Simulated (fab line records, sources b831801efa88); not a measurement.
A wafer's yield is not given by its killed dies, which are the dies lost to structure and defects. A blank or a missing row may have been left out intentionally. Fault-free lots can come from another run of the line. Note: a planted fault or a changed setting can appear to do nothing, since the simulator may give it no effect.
2 desks, one fault | flow gf180mcu | each desk has only its own numbers; what lay behind them comes last

== METROLOGY DESK ==
What the gauges read, lot by lot, whatever tool the lot ran on: means of the sampled wafers that have a number. Marked OUT: a lot whose mean sits more than 4 standard deviations from the usual mean, which makes it out of limits; the brackets give that distance.
Columns: A = HV_LDD_OVL at GF_HV_LDD_OVL_MEAS_08, usual 0.4 nm; B = cdNm at GF_HV_LDD_CD_MEAS_31, usual 400.2 nm; C = HV_LDD_CVD_54_THK at GF_HV_LDD_THK_MEAS_55, usual 10.01 nm; D = NSD_OVL at GF_NSD_OVL_MEAS_08, usual -0.9 nm
lot  | first seen here | A    | B     | C                | D
L225 | day 10 01:40    | 0.1  | 399.0 | 10.03            | -1.3
L228 | day 11 01:35    | 0.6  | 401.0 | 10.21            | -0.6
L230 | day 11 13:04    | 1.0  | 401.1 | 10.01            | -1.7
L232 | day 12 00:29    | 0.3  | 403.8 | 9.77             | -1.0
L234 | day 12 17:32    | 0.8  | 402.1 | 9.75             | -1.3
L235 | day 13 03:02    | 0.4  | 401.5 | 10.04            | -2.7
L236 | day 13 06:01    | -0.1 | 398.7 | 9.88             | -0.1
L237 | day 13 16:19    | -1.6 | 402.3 | 10.91 (+5.6) OUT | 0.2
L238 | day 13 22:25    | 1.2  | 401.8 | 9.83             | -0.1
L244 | day 15 19:08    | -0.3 | 405.1 | 10.05            | -0.6
L245 | day 16 00:19    | 2.0  | 401.9 | 10.17            | -1.3
L246 | day 16 07:11    | -0.7 | 400.0 | 9.97             | -1.1
L247 | day 16 17:58    | -0.4 | 399.4 | 10.05            | 0.6
L248 | day 17 07:16    | 1.7  | 399.4 | 10.06            | -1.8
Finding of this desk: L237 out of limits, first seen on L237 at day 16 11:11 (HV_LDD_CVD_54_THK at GF_HV_LDD_THK_MEAS_55). L225, L228, L230, L232, L234, L235, L236, L238, L244, L245, L246, L247, L248: within limits.

== FOR THE TOOL OWNER'S DESK: lpcvd-01 ==
The tool's own readings at GF_HV_LDD_CVD_54 (deposits SiO2 from TEOS, target thk 10 nm, time 75 s): means of the sampled wafers that have a number, for each lot that ran on this tool. Marked OUT: a lot whose mean sits more than 4 standard deviations from the usual mean, which makes it out of limits; the brackets give that distance.
Columns: A = spikeTcCentreC at GF_HV_LDD_CVD_54, usual 680.9 C; B = spikeTcTopC at GF_HV_LDD_CVD_54, usual 694.9 C; C = spikeTcUpperC at GF_HV_LDD_CVD_54, usual 680.5 C; D = zonePowerCentrePct at GF_HV_LDD_CVD_54, usual 10.8 %; E = zonePowerTopPct at GF_HV_LDD_CVD_54, usual 22.3 %; F = zonePowerUpperPct at GF_HV_LDD_CVD_54, usual 9.49 %
lot  | first seen here | A     | B     | C               | D              | E    | F
L225 | day 12 10:35    | 680.1 | 694.9 | 680.9           | 11.6           | 23.2 | 9.52
L228 | day 13 11:43    | 680.1 | 694.4 | 680.9           | 11.6           | 23.1 | 9.56
L230 | day 14 16:56    | 681.1 | 694.7 | 680.6           | 11.5           | 22.7 | 9.52
L234 | day 15 08:11    | 681.0 | 695.0 | 680.3           | 11.6           | 22.7 | 9.51
L236 | day 15 22:41    | 676.2 | 689.6 | 710.7 (+25) OUT | 8.3 (-4.3) OUT | 18.9 | 15.84 (+22) OUT
L237 | day 16 09:40    | 676.7 | 689.7 | 709.8 (+24) OUT | 8.3 (-4.3) OUT | 18.5 | 15.77 (+22) OUT
L247 | day 19 17:56    | 679.8 | 695.0 | 681.2           | 11.5           | 22.9 | 9.63
This desk finds L236, L237 out of limits, L236 being first, at day 15 22:41 (spikeTcUpperC at GF_HV_LDD_CVD_54). L225, L228, L230, L234, L247: within limits.

== ALL TOGETHER ==
On L236, L237, at day 15 22:41, an alarm was possible from the tool owner's desk.
At day 16 11:11 the metrology desk could have sounded an alarm, on L237.
The metrology desk holds a record of L236, inside its limits.
The lots listed all ran GF_HV_LDD_CVD_54 on lpcvd-01.

== WHAT THE SIMULATOR HAD PUT IN ==
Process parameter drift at GF_HV_LDD_CVD_54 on lpcvd-01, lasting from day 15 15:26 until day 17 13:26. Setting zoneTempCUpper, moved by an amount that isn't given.
Lots struck among those shown: L236, L237.
Delay (hours) between the fault's onset and each desk's first out-of-limits reading: 7 at the tool owner's desk, 20 at the metrology desk.
